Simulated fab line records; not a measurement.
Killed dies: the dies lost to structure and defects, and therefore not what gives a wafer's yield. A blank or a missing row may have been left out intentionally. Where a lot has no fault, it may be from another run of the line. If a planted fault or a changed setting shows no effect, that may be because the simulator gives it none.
Which tool is to blame? + flow gf180mcu + Sampling: 11 lots, 33 wafers, 6 of 602 route steps

WHAT THE GAUGES SHOWED, per wafer
GF_V1_RS_MEAS_24: measures by four-point-probe.
| lot  | measured     | on            | V1_W_RS (ohm/sq)     |
|------|--------------|---------------|----------------------|
| L646 | day 19 04:02 | film_metro-01 | 0.3301 0.3294 0.3342 |
| L648 | day 19 20:28 | film_metro-01 | 0.3337 0.3288 0.3302 |
| L656 | day 22 12:47 | film_metro-03 | 0.3364 0.3331 0.3281 |
| L657 | day 23 06:14 | film_metro-01 | 0.3307 0.3276 0.3300 |
| L658 | day 23 13:04 | film_metro-03 | 0.3348 0.3337 0.3355 |
| L659 | day 23 19:13 | film_metro-03 | 0.3339 0.3325 0.3260 |
| L663 | day 25 02:33 | film_metro-03 | 0.3329 0.3375 0.3349 |
| L666 | day 25 20:41 | film_metro-04 | 0.3306 0.3339 0.3297 |
| L667 | day 26 04:25 | film_metro-01 | 0.3334 0.3312 0.3251 |
| L668 | day 26 12:01 | film_metro-01 | 0.3314 0.3309 0.3317 |
| L669 | day 26 19:52 | film_metro-04 | 0.3314 0.3349 0.3316 |

GF_M2_RS_MEAS_05: measures by four-point-probe.
| lot  | measured     | on            | M2_ALCU_RS (ohm/sq)  |
|------|--------------|---------------|----------------------|
| L646 | day 19 04:45 | film_metro-02 | 0.0693 0.0709 0.0693 |
| L648 | day 19 21:10 | film_metro-04 | 0.0684 0.0689 0.0686 |
| L656 | day 22 13:29 | film_metro-04 | 0.0548 0.0547 0.0551 |
| L657 | day 23 06:56 | film_metro-02 | 0.0542 0.0548 0.0546 |
| L658 | day 23 13:46 | film_metro-01 | 0.0703 0.0686 0.0703 |
| L659 | day 23 19:55 | film_metro-01 | 0.0693 0.0708 0.0705 |
| L663 | day 25 03:15 | film_metro-02 | 0.0704 0.0698 0.0692 |
| L666 | day 25 21:23 | film_metro-02 | 0.0698 0.0693 0.0700 |
| L667 | day 26 05:07 | film_metro-02 | 0.0717 0.0712 0.0715 |
| L668 | day 26 12:49 | film_metro-02 | 0.0698 0.0704 0.0693 |
| L669 | day 26 20:34 | film_metro-02 | 0.0698 0.0691 0.0686 |

GF_M2_THK_MEAS_06: measures by xrf.
| lot  | measured     | on            | M2_ALCU_THK (nm) |
|------|--------------|---------------|------------------|
| L646 | day 19 04:52 | film_metro-02 | 451 439 452      |
| L648 | day 19 21:17 | film_metro-04 | 457 454 454      |
| L656 | day 22 13:34 | film_metro-04 | 572 569 564      |
| L657 | day 23 07:04 | film_metro-02 | 576 574 575      |
| L658 | day 23 13:52 | film_metro-01 | 443 455 445      |
| L659 | day 23 20:02 | film_metro-01 | 453 443 443      |
| L663 | day 25 03:22 | film_metro-02 | 442 448 452      |
| L666 | day 25 21:30 | film_metro-02 | 447 449 445      |
| L667 | day 26 05:14 | film_metro-02 | 440 445 439      |
| L668 | day 26 12:56 | film_metro-02 | 451 447 454      |
| L669 | day 26 20:41 | film_metro-02 | 453 455 458      |

WHICH TOOL RAN EACH LOT (tool, then ch and the chambers of the sampled wafers, then the start)
| lot  | GF_V1_CVD_23                  | GF_M2_SPUTTER_02             | GF_M2_SPUTTER_04             |
|------|-------------------------------|------------------------------|------------------------------|
| L646 | cvd_w-02 ch 0,1, day 19 03:56 | pvd_sputter-04, day 19 04:40 | pvd_sputter-04, day 19 04:43 |
| L648 | cvd_w-01 ch 0,1, day 19 20:22 | pvd_sputter-02, day 19 21:05 | pvd_sputter-02, day 19 21:08 |
| L656 | cvd_w-02 ch 0,1, day 22 12:39 | pvd_sputter-02, day 22 13:20 | pvd_sputter-02, day 22 13:23 |
| L657 | cvd_w-01 ch 0,1, day 23 06:07 | pvd_sputter-02, day 23 06:51 | pvd_sputter-02, day 23 06:54 |
| L658 | cvd_w-02 ch 0,1, day 23 12:57 | pvd_sputter-04, day 23 13:38 | pvd_sputter-04, day 23 13:41 |
| L659 | cvd_w-01 ch 0, day 23 19:06   | pvd_sputter-04, day 23 19:49 | pvd_sputter-04, day 23 19:52 |
| L663 | cvd_w-02 ch 0,1, day 25 02:26 | pvd_sputter-01, day 25 03:10 | pvd_sputter-01, day 25 03:13 |
| L666 | cvd_w-01 ch 0,1, day 25 20:34 | pvd_sputter-01, day 25 21:17 | pvd_sputter-01, day 25 21:20 |
| L667 | cvd_w-02 ch 0,1, day 26 04:19 | pvd_sputter-01, day 26 05:02 | pvd_sputter-01, day 26 05:05 |
| L668 | cvd_w-01 ch 0,1, day 26 11:54 | pvd_sputter-02, day 26 12:43 | pvd_sputter-02, day 26 12:46 |
| L669 | cvd_w-02 ch 0,1, day 26 19:46 | pvd_sputter-02, day 26 20:29 | pvd_sputter-02, day 26 20:32 |
- GF_V1_CVD_23: deposits W, target thk 350 nm, time 105.05 s.
- GF_M2_SPUTTER_02: material AlCu, target thk 450 nm, time 23.9 s.
- GF_M2_SPUTTER_04: material TiN, target thk 50 nm, time 42.74 s.

AS READ BY THE TOOLS THEMSELVES (means over the sampled wafers that have a number; for cases with no such wafer, the mark the record gives instead)
GF_V1_CVD_23.
| lot  | tool     | heater_power_w (W) |
|------|----------|--------------------|
| L646 | cvd_w-02 | 880                |
| L648 | cvd_w-01 | 850                |
| L656 | cvd_w-02 | 895                |
| L657 | cvd_w-01 | 852                |
| L658 | cvd_w-02 | 897                |
| L659 | cvd_w-01 | 824                |
| L663 | cvd_w-02 | 882                |
| L666 | cvd_w-01 | 860                |
| L667 | cvd_w-02 | 892                |
| L668 | cvd_w-01 | 865                |
| L669 | cvd_w-02 | 886                |

GF_M2_SPUTTER_02.
| lot  | tool           | cathode_dc_power_W (W) | throttle_valve_pct (%) |
|------|----------------|------------------------|------------------------|
| L646 | pvd_sputter-04 | 10601                  | 30.1                   |
| L648 | pvd_sputter-02 | 10599                  | 30.1                   |
| L656 | pvd_sputter-02 | 13496                  | 30.2                   |
| L657 | pvd_sputter-02 | 13495                  | 30.4                   |
| L658 | pvd_sputter-04 | 10600                  | 30.4                   |
| L659 | pvd_sputter-04 | 10599                  | 29.7                   |
| L663 | pvd_sputter-01 | 10600                  | 30.1                   |
| L666 | pvd_sputter-01 | 10600                  | 30.0                   |
| L667 | pvd_sputter-01 | 10600                  | 29.7                   |
| L668 | pvd_sputter-02 | 10602                  | 29.5                   |
| L669 | pvd_sputter-02 | 10601                  | 30.1                   |

GF_M2_SPUTTER_04.
| lot  | tool           | cathode_dc_power_W (W) | throttle_valve_pct (%) |
|------|----------------|------------------------|------------------------|
| L646 | pvd_sputter-04 | 6500.0                 | 30.0                   |
| L648 | pvd_sputter-02 | 6500.3                 | 30.2                   |
| L656 | pvd_sputter-02 | 6500.6                 | 30.2                   |
| L657 | pvd_sputter-02 | 6499.3                 | 30.3                   |
| L658 | pvd_sputter-04 | 6499.8                 | 30.3                   |
| L659 | pvd_sputter-04 | 6499.3                 | 29.8                   |
| L663 | pvd_sputter-01 | 6500.1                 | 30.0                   |
| L666 | pvd_sputter-01 | 6499.8                 | 30.0                   |
| L667 | pvd_sputter-01 | 6499.8                 | 29.7                   |
| L668 | pvd_sputter-02 | 6498.9                 | 29.5                   |
| L669 | pvd_sputter-02 | 6500.7                 | 30.0                   |

THE ANSWER, worked out from the rows above alone
Rule: the usual values come from the lots themselves. The widest of any qualifying gaps counts: lots, ordered by their means at a reading, are off when they make up no more than a third of the lots, leave a main group of 4 or more, and stand apart from it by 3 or more times the standard deviation of that group's means. A main group whose means are all the same, to the digits that the tables above print for the reading, isn't used. Also off: a lot with no number at a reading for which 4 or more lots have one. Where the step has rows for the other lots, those lots are counted as sound. First the gauges in route order, then the tools' own readings, where a lot's mean is used as printed above. At the first step where some lot is off, the reading lying furthest off is the one used; lots without a number count as furthest.
Off: L656, L657, seen at GF_M2_RS_MEAS_05 (M2_ALCU_RS). The main group has a mean of 0.0698 ohm/sq with a standard deviation of 0.00072.
If a tool, at a process step before that reading, ran all the lots that are off and no sound lot after the first of them, it fits. The gauges at GF_M2_RS_MEAS_05 aren't tried: what is off there is off at GF_M2_SPUTTER_02 too, on other tools, and a gauge's error can't cause that. Of those tried, none fits.

WHAT THE SIMULATOR HAD PUT IN
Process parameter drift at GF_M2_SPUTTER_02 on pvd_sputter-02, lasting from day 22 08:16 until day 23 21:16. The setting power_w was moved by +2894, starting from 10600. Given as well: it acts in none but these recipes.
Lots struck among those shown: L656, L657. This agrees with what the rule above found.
